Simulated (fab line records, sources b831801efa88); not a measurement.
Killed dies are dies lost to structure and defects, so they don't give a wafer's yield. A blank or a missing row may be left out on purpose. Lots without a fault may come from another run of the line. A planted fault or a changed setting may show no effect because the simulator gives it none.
One fault seen from 2 desks | flow gf180mcu | each desk has only its own numbers; what lay behind them comes last

THE METROLOGY DESK
What the gauges read, lot by lot, whatever tool the lot ran on: means of the sampled wafers that have a number. A lot is out of limits, marked OUT, if its mean lies more than 4 standard deviations from the usual mean; the brackets give that distance.
Columns: A = M1_ALCU_THK at GF_M1_THK_MEAS_06, usual 455 nm; B = M1_OVL at GF_M1_OVL_MEAS_15, usual 0 nm; C = V1_W_RS at GF_V1_RS_MEAS_24, usual 0.328 ohm/sq
lot  | first seen here | A   | B  | C
L514 | day 16 01:56    | 446 | -6 | 0.322
L516 | day 16 21:50    | 463 | -1 | 0.327
L515 | day 16 21:54    | 461 | -0 | 0.333
L517 | day 17 01:59    | 451 | 6  | 0.328
L519 | day 18 00:25    | 455 | -6 | 0.329
L518 | day 18 01:35    | 453 | 5  | 0.332
L529 | day 21 16:16    | 455 | -4 | 0.325
L531 | day 22 10:40    | 460 | 1  | 0.329
L532 | day 22 15:40    | 453 | 2  | 0.330
L533 | day 23 01:01    | 458 | 5  | 0.330
L534 | day 23 17:12    | 452 | -2 | 0.329
L535 | day 23 18:18    | 459 | 3  | 0.328
L536 | day 24 04:13    | 460 | -6 | 0.327
L537 | day 24 08:38    | 461 | -1 | 0.324
This desk's finding: nothing out of limits on any of the 14 lots.

THE TOOL OWNER'S DESK: cvd_w-02
The tool's own readings at GF_V1_CVD_23 (deposits W, target thk 350 nm, time 105.05 s): means of the sampled wafers that have a number, for each lot that ran on this tool. A lot is out of limits, marked OUT, if its mean lies more than 4 standard deviations from the usual mean; the brackets give that distance.
Columns: A = chamber_pressure_Torr at GF_V1_CVD_23, usual 40.00 Torr; B = heater_power_w at GF_V1_CVD_23, usual 980 W
lot  | first seen here | A               | B
L514 | day 18 01:18    | 39.94           | 883
L516 | day 18 23:11    | 39.93           | 890
L517 | day 19 03:31    | 39.99           | 870
L519 | day 20 03:07    | 38.39 (-17) OUT | 882
L518 | day 20 04:02    | 38.45 (-16) OUT | 883
L531 | day 24 09:59    | 39.99           | 894
L533 | day 24 23:50    | 39.93           | 879
L534 | day 25 15:10    | 40.02           | 892
L535 | day 25 17:19    | 40.01           | 893
L536 | day 26 01:23    | 39.90           | 895
This desk's finding: out of limits on L518, L519; first on L519, day 20 03:07 (chamber_pressure_Torr at GF_V1_CVD_23). In limits: L514, L516, L517, L531, L533, L534, L535, L536.

PUT TOGETHER
The tool owner's desk could have raised an alarm at day 20 03:07, on L518, L519.
The metrology desk saw nothing out of limits.
The metrology desk has L518, L519 on record, within its limits.
Of the lots named, all ran GF_V1_CVD_23 on cvd_w-02.

WHAT THE SIMULATOR HAD PUT IN
Process parameter drift: cvd_w-02, from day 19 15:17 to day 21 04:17, at GF_V1_CVD_23. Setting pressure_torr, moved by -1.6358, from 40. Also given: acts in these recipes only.
Lots struck among those shown: L518, L519.
Hours from the fault's start to each desk's first reading out of limits: the tool owner's desk, 12.
